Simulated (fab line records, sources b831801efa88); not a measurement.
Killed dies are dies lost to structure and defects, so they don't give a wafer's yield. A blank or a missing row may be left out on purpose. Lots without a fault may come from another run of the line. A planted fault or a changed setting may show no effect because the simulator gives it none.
One fault seen from 2 desks | flow gf180mcu | each desk has only its own numbers; what lay behind them comes last

THE METROLOGY DESK
What the gauges read, lot by lot, whatever tool the lot ran on: means of the sampled wafers that have a number. A lot is out of limits, marked OUT, if its mean lies more than 4 standard deviations from the usual mean; the brackets give that distance.
Columns: A = M4_ALCU_THK at GF_M4_THK_MEAS_06, usual 440 nm; B = V4_BOW at GF_V4_BOW_MEAS_05, usual 138 um
lot  | first seen here | A   | B
L503 | day 23 12:53    | 438 | 149
L504 | day 23 17:22    | 430 | 140
L507 | day 24 02:51    | 437 | 148
L506 | day 24 07:34    | 440 | 141
L508 | day 24 17:49    | 450 | 127
L509 | day 25 02:28    | 443 | 139
L510 | day 25 07:59    | 449 | 130
L511 | day 25 11:06    | 446 | 133
L512 | day 26 03:04    | 446 | 131
L513 | day 26 11:28    | 435 | 131
L515 | day 27 00:08    | 433 | 141
L517 | day 27 18:48    | 444 | 141
L521 | day 28 19:18    | 447 | 142
This desk's finding: nothing out of limits on any of the 13 lots.

THE TOOL OWNER'S DESK: rie_diel-03
The tool's own readings at GF_V4_ETCH_17 (etches SiO2 in C4F8/O2/Ar, stops on TiN, target depth 630 nm): means of the sampled wafers that have a number, for each lot that ran on this tool. A lot is out of limits, marked OUT, if its mean lies more than 4 standard deviations from the usual mean; the brackets give that distance.
Columns: A = bias_w at GF_V4_ETCH_17, usual 1200 W; B = oes_product_au at GF_V4_ETCH_17, usual 0.856 a.u.
lot  | first seen here | A              | B
L504 | day 25 14:00    | 1195           | 0.857
L506 | day 26 04:00    | 1201           | 0.860
L508 | day 26 13:00    | 1203           | 0.854
L512 | day 27 21:00    | 1202           | 0.857
L513 | day 28 05:00    | 1198           | 0.859
L515 | day 28 16:00    | 1200           | 0.859
L521 | day 30 11:00    | 1142 (-15) OUT | 0.856
This desk's finding: out of limits on L521; first on L521, day 30 11:00 (bias_w at GF_V4_ETCH_17). In limits: L504, L506, L508, L512, L513, L515.

PUT TOGETHER
The tool owner's desk could have raised an alarm at day 30 11:00, on L521.
The metrology desk saw nothing out of limits.
The metrology desk has L521 on record, within its limits.
Of the lots named, all ran GF_V4_ETCH_17 on rie_diel-03.

WHAT THE SIMULATOR HAD PUT IN
Process parameter drift: rie_diel-03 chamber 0, from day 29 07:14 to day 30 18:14, at GF_V4_ETCH_17. Setting bias_w, moved by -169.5, from 1200. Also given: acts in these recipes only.
Lots struck among those shown: L521.
Hours from the fault's start to each desk's first reading out of limits: the tool owner's desk, 28.
